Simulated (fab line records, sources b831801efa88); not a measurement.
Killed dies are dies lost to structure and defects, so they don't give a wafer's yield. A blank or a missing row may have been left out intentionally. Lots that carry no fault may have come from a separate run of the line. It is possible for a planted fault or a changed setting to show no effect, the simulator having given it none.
One fault through the eyes of 2 desks + flow sky130 + numbers are kept per desk, each desk with only its own; the story behind them comes last

## AT THE METROLOGY DESK
What the gauges read, lot by lot, whatever tool the lot ran on: means of the sampled wafers that have a number. Marked OUT: a lot whose mean sits more than 4 standard deviations from the usual mean, which makes it out of limits; the brackets give that distance.
Columns: A = cdNm at SKY_METAL3_CD_MEAS_13, usual 299.9 nm; B = CAP2M_TIN_RS at SKY_CAP2M_RS_MEAS_03, usual 6.91 ohm/sq
| lot  | first seen here | A     | B    |
|------|-----------------|-------|------|
| L710 | day 38 17:36    | 298.9 | 6.97 |
| L715 | day 40 14:45    | 299.3 | 6.87 |
| L714 | day 40 19:20    | 298.8 | -    |
| L713 | day 40 19:59    | 300.2 | 6.94 |
| L722 | day 42 11:57    | 299.7 | 6.96 |
| L725 | day 43 04:46    | 298.5 | 6.83 |
| L726 | day 43 10:32    | 299.0 | 6.88 |
| L727 | day 43 17:59    | 298.8 | 6.77 |
| L729 | day 44 07:06    | 300.7 | 6.91 |
| L728 | day 44 07:50    | 299.7 | 6.93 |
| L730 | day 44 23:00    | 299.8 | 6.87 |
| L731 | day 45 00:29    | 301.3 | 7.01 |
Result from this desk: across the 12 lots, nothing is out of limits.

## FOR THE TOOL OWNER'S DESK: rieDiel-03
The tool's own readings at SKY_VIA3_ETCH_15 (etches SiO2 in C4F8/O2/Ar, stops on TiN, target depth 507 nm, time 78 s): means of the sampled wafers that have a number, for each lot that ran on this tool. Marked OUT: a lot whose mean sits more than 4 standard deviations from the usual mean, which makes it out of limits; the brackets give that distance.
Columns: A = chamberPressureMTorr at SKY_VIA3_ETCH_15, usual 40.00 mTorr; B = oesProductAu at SKY_VIA3_ETCH_15, usual 0.947 a.u.
| lot  | first seen here | A     | B                |
|------|-----------------|-------|------------------|
| L710 | day 39 19:42    | 40.04 | 0.945            |
| L715 | day 41 16:03    | 40.01 | 0.905 (-9.8) OUT |
| L714 | day 41 20:26    | 40.02 | 0.893 (-13) OUT  |
| L713 | day 41 21:49    | 40.02 | 0.902 (-10) OUT  |
| L726 | day 44 11:19    | 40.03 | 0.946            |
| L728 | day 45 07:18    | 39.99 | 0.944            |
| L731 | day 45 23:41    | 39.99 | 0.947            |
This desk finds L713, L714, L715 out of limits, L715 being first, at day 41 16:03 (oesProductAu at SKY_VIA3_ETCH_15). L710, L726, L728, L731: within limits.

## ALL TOGETHER
An alarm could have come from the tool owner's desk at day 41 16:03, on L713, L714, L715.
Metrology desk: nothing out of limits seen.
The metrology desk has L713, L714, L715 on record, within its limits.
Every lot named ran SKY_VIA3_ETCH_15 on rieDiel-03.

## WHAT WAS PUT IN BY THE SIMULATOR
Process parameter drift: rieDiel-03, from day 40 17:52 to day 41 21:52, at SKY_VIA3_ETCH_15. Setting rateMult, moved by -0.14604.
Shown lots that were struck: L713, L714, L715.
Delay in hours, fault start to first out-of-limits reading, by desk: the tool owner's desk at 22.
